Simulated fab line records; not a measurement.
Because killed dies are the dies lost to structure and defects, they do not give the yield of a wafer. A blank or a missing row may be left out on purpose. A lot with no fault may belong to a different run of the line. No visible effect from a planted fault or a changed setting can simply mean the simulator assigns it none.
fab line records	flow sky130
[record] lots = 13	wafers = 39	last-day = 50
route steps=708 shown LDD_N@254 LDD_P@258 LDD_HVN@277 PAD_OPEN@708
lots that met no fault: from a run of the same line without faults
start-h: hours from the record's opening day to when the first of the lot's shown wafers began	wait-h: time in hours since the lot's previous step	" identical to the entry in the row above	L1.1+2: several wafers, shown together as one row	- no value, or no start was given	* or withheld: withheld	< > ~ a bound
route shown NAME@n: names a module that has steps shown in the file, with the first one's number in the route	usual: mean and standard deviation over wafers with no fault	same: alike in all rows	chamber/n: place in a boat	sites: each site's reading	_std_site: standard deviation of those values	_edge_site: inner sites' mean taken away from outer sites' mean	radius-mm: how far each site lies from the wafer's centre	mask NAME#n: copy n	behind: the most recent tool/chamber to have shaped the wafer	hold: reason for holding the lot/hours on hold/outcome of the hold	device: which transistor (n, p or np) failed to switch	end of line: tests run on the same wafers once the route is complete	step lacking rows: just its recipe	killed: dies that structure and defects cost at the first sort, which is not the same as the wafer's yield	map: per-die view of a wafer (x killed, . not killed, _ where there is no die)
set.NAME: setting as actually run; set.NAME@STEP: the setting as run at that earlier step	model.NAME: the simulator's own value behind a step, which no gauge read
steps of the route over a sample of lots; a table a step, a row a wafer
services: a tool's chamber out of use, with start hour (start-h, from the record's first day; less than 0 if before it), hours out, and reason
[[steps]]
[step SKY_LDD_N_TW_MEAS_17]
[usual] LDD_N_TW = 2597/25
lot.wafer	tool	chamber	start-h	wait-h	LDD_N_TW
L667.3	film-metro-04	-	420.69	0.1	2613
L667.5	"	-	"	"	2624
L667.6	"	-	"	"	2628
L668.1	film-metro-01	-	434.37	0.1	2592
L668.4	"	-	"	"	2575
L668.5	"	-	"	"	2572
L670.2	film-metro-01	-	450.68	0.1	2574
L670.4	"	-	"	"	2579
L670.6	"	-	"	"	2578
L671.1	film-metro-01	-	461.97	0.1	2595
L671.2	"	-	"	"	2587
L671.4	"	-	"	"	2593
L672.4	film-metro-04	-	471.00	0.1	2629
L672.5	"	-	"	"	2630
L672.6	"	-	"	"	2625
L673.1	film-metro-03	-	475.17	0.1	2570
L673.2	"	-	"	"	2557
L673.6	"	-	"	"	2573
L674.2	film-metro-01	-	479.62	0.1	2579
L674.3	"	-	"	"	2585
L674.5	"	-	"	"	2588
L675.2	film-metro-03	-	493.63	0.1	2583
L675.4	"	-	"	"	2588
L675.6	"	-	"	"	2570
L677.1	film-metro-04	-	507.96	0.1	2621
L677.4	"	-	"	"	2621
L677.5	"	-	"	"	2616
L685.1	film-metro-04	-	579.07	0.1	2629
L685.4	"	-	"	"	2638
L685.5	"	-	"	"	2625
L686.2	film-metro-04	-	590.93	0.1	2647
L686.3	"	-	"	"	2633
L686.4	"	-	"	"	2649
L687.1	film-metro-01	-	595.46	0.1	2580
L687.2	"	-	"	"	2568
L687.4	"	-	"	"	2590
L688.1	film-metro-01	-	608.86	0.1	2584
L688.4	"	-	"	"	2589
L688.6	"	-	"	"	2591
[step SKY_LDD_P_SOFTBAKE_03]
[recipe] temp-c = 90	time-s = 60	resist = NOVOLAK
[usual] heater-power-total-W = 56.60/0.046	run-length-s = 89.18/0.17
lot.wafer	tool	chamber	start-h	wait-h	heater-power-total-W	run-length-s
L667.3	litho-track-02	0	436.64	0.1	56.65	89.12
L667.5	"	0	"	"	56.59	89.19
L667.6	"	0	"	"	56.66	89.25
L668.1	litho-track-01	0	449.61	0.1	56.59	89.17
L668.4	"	0	"	"	56.58	89.30
L668.5	"	0	"	"	56.55	89.19
L670.2	litho-track-02	0	465.51	0.1	56.60	89.08
L670.4	"	0	"	"	56.62	89.42
L670.6	"	0	"	"	56.63	89.19
L671.1	litho-track-03	0	477.22	0.1	56.65	88.79
L671.2	"	0	"	"	56.63	89.12
L671.4	"	0	"	"	56.60	88.79
L672.4	litho-track-02	0	485.81	0.1	56.64	89.07
L672.5	"	0	"	"	56.66	89.37
L672.6	"	0	"	"	56.65	89.22
L673.1	litho-track-01	0	490.36	0.1	56.61	89.28
L673.2	"	0	"	"	56.68	89.28
L673.6	"	0	"	"	56.63	89.53
L674.2	litho-track-01	0	494.64	0.1	56.61	89.22
L674.3	"	0	"	"	56.66	89.47
L674.5	"	0	"	"	56.56	89.25
L675.2	litho-track-01	0	509.24	0.1	56.60	89.17
L675.4	"	0	"	"	59.15	81.60
L675.6	"	0	"	"	59.12	81.52
L677.1	litho-track-01	0	522.71	0.1	59.20	81.64
L677.4	"	0	"	"	59.15	81.52
L677.5	"	0	"	"	56.51	89.23
L685.1	litho-track-02	0	593.74	0.1	56.61	89.24
L685.4	"	0	"	"	56.55	89.14
L685.5	"	0	"	"	56.60	89.22
L686.2	litho-track-03	0	605.50	0.1	56.59	88.91
L686.3	"	0	"	"	56.59	88.85
L686.4	"	0	"	"	56.61	88.84
L687.1	litho-track-02	0	609.79	0.1	56.70	89.48
L687.2	"	0	"	"	56.60	89.14
L687.4	"	0	"	"	56.54	89.18
L688.1	litho-track-02	0	623.19	0.1	56.61	89.14
L688.4	"	0	"	"	56.54	89.05
L688.6	"	0	"	"	56.51	89.48
[step SKY_LDD_P_STRIP_10]
[recipe] chemistry = O2/N2	power-w = 1400	pressure-mtorr = 1500	platen-temp-c = withheld	o2-flow-sccm = 3000	n2-flow-sccm = 300	overash-fraction = 0.5
[usual] drypump-motor-current-A = 5.8/0.47	oes-product-au = 0.715/0.0047	strip-time-to-endpoint-s = 14.18/0.047
lot.wafer	tool	chamber	start-h	wait-h	drypump-motor-current-A	oes-product-au	rf-hours-counter-h	strip-time-to-endpoint-s
L667.3	plasma-asher-04	1	451.90	0.1	5.9	0.719	-	14.19
L667.5	"	0	"	"	5.5	0.720	-	14.24
L667.6	"	1	"	"	5.9	0.712	-	14.22
L668.1	plasma-asher-04	1	464.77	0.1	5.9	0.705	4	14.27
L668.4	"	1	"	"	5.9	0.712	-	14.23
L668.5	"	1	"	"	5.9	0.718	-	14.27
L670.2	plasma-asher-04	0	481.02	0.1	5.6	0.719	5	14.20
L670.4	"	1	"	"	5.9	0.715	-	14.20
L670.6	"	1	"	"	5.9	0.715	-	14.22
L671.1	plasma-asher-04	1	493.18	0.1	5.9	0.714	6	14.18
L671.2	"	0	"	"	5.6	0.718	6	14.15
L671.4	"	1	"	"	5.9	0.711	-	14.15
L672.4	plasma-asher-02	1	501.55	0.1	5.1	0.713	-	14.21
L672.5	"	0	"	"	6.7	0.712	-	14.25
L672.6	"	1	"	"	5.1	0.715	-	14.27
L673.1	plasma-asher-04	0	506.41	0.1	5.6	0.717	8	14.16
L673.2	"	1	"	"	5.9	0.716	8	14.21
L673.6	"	1	"	"	5.9	0.718	-	14.15
L674.2	plasma-asher-02	0	511.09	0.1	6.6	0.713	72	14.15
L674.3	"	1	"	"	5.1	0.722	-	14.16
L674.5	"	1	"	"	5.1	0.715	-	14.16
L675.2	plasma-asher-02	0	524.62	0.1	6.6	0.715	73	14.13
L675.4	"	1	"	"	5.1	0.722	-	14.18
L675.6	"	0	"	"	6.6	0.718	-	14.22
L677.1	plasma-asher-04	1	538.14	0.1	5.9	0.722	11	14.27
L677.4	"	0	"	"	5.5	0.720	-	14.21
L677.5	"	1	"	"	5.9	0.718	-	14.18
L685.1	plasma-asher-04	1	608.74	0.1	5.9	0.712	18	14.12
L685.4	"	1	"	"	5.9	0.728	-	14.15
L685.5	"	0	"	"	5.6	0.715	-	14.13
L686.2	plasma-asher-04	1	620.58	0.1	5.9	0.719	19	14.21
L686.3	"	0	"	"	5.6	0.708	-	14.24
L686.4	"	1	"	"	5.9	0.712	-	14.18
L687.1	plasma-asher-02	1	624.63	0.1	5.1	0.727	83	14.19
L687.2	"	0	"	"	6.6	0.716	83	14.15
L687.4	"	1	"	"	5.1	0.713	-	14.20
L688.1	plasma-asher-01	1	638.22	0.1	5.7	0.718	91	14.19
L688.4	"	1	"	"	5.7	0.719	-	14.20
L688.6	"	1	"	"	5.7	0.709	-	14.14
[step SKY_LDD_HVN_TW_MEAS_10]
[usual] LDD_HVN_TW = 1439/22
lot.wafer	tool	chamber	start-h	wait-h	LDD_HVN_TW
L667.3	film-metro-04	-	482.38	0.1	1468
L667.5	"	-	"	"	1454
L667.6	"	-	"	"	1459
L668.1	film-metro-02	-	496.15	0.1	1409
L668.4	"	-	"	"	1407
L668.5	"	-	"	"	1415
L670.2	film-metro-01	-	512.07	0.1	1435
L670.4	"	-	"	"	1440
L670.6	"	-	"	"	1438
L671.1	film-metro-01	-	523.96	0.1	1429
L671.2	"	-	"	"	1437
L671.4	"	-	"	"	1437
L672.4	film-metro-01	-	532.24	0.1	1428
L672.5	"	-	"	"	1431
L672.6	"	-	"	"	1432
L673.1	film-metro-04	-	537.16	0.1	1464
L673.2	"	-	"	"	1474
L673.6	"	-	"	"	1470
L674.2	film-metro-04	-	541.97	0.1	1472
L674.3	"	-	"	"	1476
L674.5	"	-	"	"	1467
L675.2	film-metro-01	-	554.17	0.1	1435
L675.4	"	-	"	"	1442
L675.6	"	-	"	"	1446
L677.1	film-metro-02	-	567.71	0.1	1414
L677.4	"	-	"	"	1408
L677.5	"	-	"	"	1411
L685.1	film-metro-04	-	637.96	0.1	1466
L685.4	"	-	"	"	1464
L685.5	"	-	"	"	1463
L686.2	film-metro-01	-	649.87	0.1	1421
L686.3	"	-	"	"	1432
L686.4	"	-	"	"	1432
L687.1	film-metro-01	-	653.70	0.1	1435
L687.2	"	-	"	"	1437
L687.4	"	-	"	"	1438
L688.1	film-metro-04	-	667.41	0.1	1467
L688.4	"	-	"	"	1463
L688.6	"	-	"	"	1461
[step SKY_PAD_OPEN_PROBE_99]
[usual] killed_at_M0_to_M3 = 43/7.3	killed_at_M4_up = 3.1/1.7	killed-at-contacts = 25/5.3	killed-at-front-end = 14/4.1	killed-at-other = 0.3/0.56	killed-dies = 85/9.4	killed-open = 46/7.4	killed-short = 38/5.8
[same] gross-dies = 492	killed-at-back-side = 0
lot.wafer	tool	chamber	start-h	wait-h	killed_at_M0_to_M3	killed_at_M4_up	killed-at-contacts	killed-at-front-end	killed-at-other	killed-dies	killed-open	killed-short
L673.1	prober-01	-	1124.19	0.1	31	3	26	16	2	78	38	39
L673.2	prober-01	-	1124.24	0.1	40	1	29	23	0	93	44	49
L673.6	prober-01	-	1124.44	0.2	42	7	28	21	0	98	47	51
L688.1	prober-01	-	1204.69	0.1	58	2	21	12	0	93	51	42
L688.4	prober-01	-	1204.84	0.2	50	2	17	13	0	82	37	45
L688.6	prober-01	-	1204.94	0.2	39	3	29	12	0	83	45	38
// killed by level:class
L673.1 CONTACT:geometric-particle:open=10 METAL2:geometric-particle:short=6 FIELD_ISO:geometric-particle:short=5 CONTACT:geometric-particle:short=5 VIA2:geometric-particle:open=5 VIA3:geometric-particle:open=5 POLY_GATE:geometric-particle:short=4 LI_CONTACT:geometric-particle:open=4
L673.2 METAL2:geometric-particle:short=10 CONTACT:geometric-particle:short=8 LI_CONTACT:geometric-particle:open=7 CONTACT:geometric-particle:open=7 FIELD_ISO:geometric-particle:short=6 VIA1:geometric-particle:open=6 VIA2:geometric-particle:open=6 POLY_GATE:geometric-particle:short=5
L673.6 CONTACT:geometric-particle:open=12 METAL2:geometric-particle:short=9 VIA1:geometric-particle:open=9 POLY_GATE:geometric-particle:short=8 LI_CONTACT:geometric-particle:short=7 METAL1:geometric-particle:short=6 METAL4:geometric-particle:short=5 VIA3:geometric-particle:open=5
L688.1 VIA1:geometric-particle:open=13 VIA3:geometric-particle:open=12 CONTACT:geometric-particle:open=9 VIA1:geometric-particle:short=8 LI_CONTACT:geometric-particle:open=6 METAL1:geometric-particle:short=6 VIA2:geometric-particle:short=6 METAL2:geometric-particle:short=6
L688.4 VIA1:geometric-particle:open=11 METAL2:geometric-particle:short=10 LOCAL_INTERCONNECT:geometric-particle:short=7 METAL1:geometric-particle:short=7 CONTACT:geometric-particle:open=6 VIA1:geometric-particle:short=6 VIA3:geometric-particle:open=5 VIA2:geometric-particle:open=4
L688.6 VIA1:geometric-particle:open=11 CONTACT:geometric-particle:open=8 METAL1:geometric-particle:short=8 LI_CONTACT:geometric-particle:short=7 LI_CONTACT:geometric-particle:open=7 CONTACT:geometric-particle:short=5 METAL1:geometric-particle:open=4 VIA1:geometric-particle:short=4
[[services]]
tool	chamber	start-h	hours	kind
plasma-asher-04	-	421.25	9.0	pm
plasma-asher-04	0	421.25	9.0	vent-cycle
plasma-asher-04	1	421.25	9.0	vent-cycle
plasma-asher-04	0	430.25	-	clean
plasma-asher-04	1	430.25	-	clean
plasma-asher-02	-	445.10	0.9	repair
plasma-asher-02	-	451.31	3.3	repair
plasma-asher-04	-	471.38	4.2	repair
plasma-asher-01	-	495.52	5.9	repair
plasma-asher-04	-	615.37	1.3	repair
plasma-asher-02	-	625.77	25.5	repair
plasma-asher-04	-	633.65	2.2	repair
[[key]]
[first-sign] step = SKY_LDD_P_SOFTBAKE_03	reading = heater-power-total-W	direction = up	sigmas = 56	usual = *	struck = *
[effect] step = SKY_LDD_P_SOFTBAKE_03	reading = run-length-s	direction = down	sigmas = 46	usual = *	struck = *
met-at SKY_LDD_P_SOFTBAKE_03
struck-lots L675,L677
struck-wafers L675.4,L675.6,L677.1,L677.4
tester-left-out L675,L677
not-acting-at SKY_LDD_N_TW_MEAS_17,SKY_LDD_P_STRIP_10,SKY_LDD_HVN_TW_MEAS_10
onset-between 494.64 509.24
[fault] kind = process-parameter-drift	tool = litho-track-01	chamber = -	onset-h = 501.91	steps = SKY_LDD_P_SOFTBAKE_03	channel = time-s	offset = *	shape = step	end-h = 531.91	scope = struck-wafers-only	acts-in = *	stated = *
// tester-left-out: of these lots the tester's yield and bins aren't shown, on N5 and GAA mostly nor the transistor test; their killed dies are dies lost to structure and defects alone, not to doping, threshold or leakage, so they don't give the yield
